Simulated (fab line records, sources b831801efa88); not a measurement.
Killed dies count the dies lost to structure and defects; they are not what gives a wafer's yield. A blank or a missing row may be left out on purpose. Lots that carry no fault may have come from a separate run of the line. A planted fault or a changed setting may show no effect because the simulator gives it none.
Problem report in the 8D (eight disciplines) form, filled by code / flow gf180mcu / the parts of the form that need people (team, actions taken, sign-off) are left out

## 1. THE PROBLEM
Wafers without a fault read 60.002, standard deviation 0.019; beam-energy-keV at GF_LVPWELL_IMPLANT_09 reads a mean of 56.096 on 6 wafers belonging to 2 lots. So: -99 or more standard deviations from the usual mean.
First seen on wafer L974.2, day 6 10:40, on implanter-02. At this step, 18 wafers from 6 lots have a number in the record. Rule for "out", or "out of limits": more than 4 standard deviations from the usual mean. Any other wafer with a number is counted as sound.

## 2. WHAT IT IS AND WHAT IT IS NOT
question=which readings at this step | is=beam-energy-keV | is not=-
question=which lots | is=L974, L976 | is not=L965, L967, L980, L985
question=which wafers of those lots | is=all that have a number | is not=-
question=read on which tools | is=implanter-02 | is not=implanter-01, implanter-03
question=when | is=from day 6 10:40 | is not=up to then (6 sound wafers); but 6 sound wafers of L980, L985 came after

## 3. SUSPECTS, AND WHAT RULES EACH OUT
Counting: a tool at a process step up to the reading stays a suspect if it ran every lot that is out and no sound lot after the first of them.
- plasma-asher-04 at GF_NWELL_STRIP_10 (strips in O2/N2): ruled out as a lasting fault. After its first lot that is out, L974 (day 5 19:36), sound lots L985 ran on it.
- implanter-02 at GF_LVPWELL_IMPLANT_09: kept. Every lot that is out went through it, starting with L974 (day 6 10:40), and after that it ran no sound lot; the last sound lot it ran before then is L965 (day 4 02:10). Out on those wafers are its own readings of beam-energy-keV.
Remaining after the count: implanter-02 at GF_LVPWELL_IMPLANT_09.

## 4. THE CAUSE (what the simulator had put in)
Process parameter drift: implanter-02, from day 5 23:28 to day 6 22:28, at GF_LVPWELL_IMPLANT_09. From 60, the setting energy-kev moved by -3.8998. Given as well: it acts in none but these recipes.
This tool alone remained once counting was done.

## 5. SEQUENCE OF EFFECTS, ordered by route
Rows list readings where the struck wafers' mean (over those with a number) sits beyond 3 standard deviations from the usual. Only readings whose record carries a usual standard deviation are examined. hours: median over the lots of the time between each lot's start at the first step of this table that gives one and its start at this step. sigmas: the change, counted in usual standard deviations.
hours=0; step=GF_LVPWELL_IMPLANT_09; reading=beam-energy-keV; usual=60.002; on struck wafers=56.096; change=-3.906; sigmas=-99 or more
Here are the process steps it includes:
- GF_LVPWELL_IMPLANT_09
Later steps that measure or inspect, where all struck wafers having a row at the step show a number for every such reading and not one has moved that far: GF_LVPWELL_TW_MEAS_11, GF_MVSD_OVL_MEAS_07, GF_MVSD_TW_MEAS_11, GF_MVPSD_OVL_MEAS_07, GF_MVPSD_TW_MEAS_11.

## 6. WHAT WOULD HAVE CAUGHT IT SOONER
In this record no reading fell out of limits until day 6 10:40, 11 hours after the fault had begun at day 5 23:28.
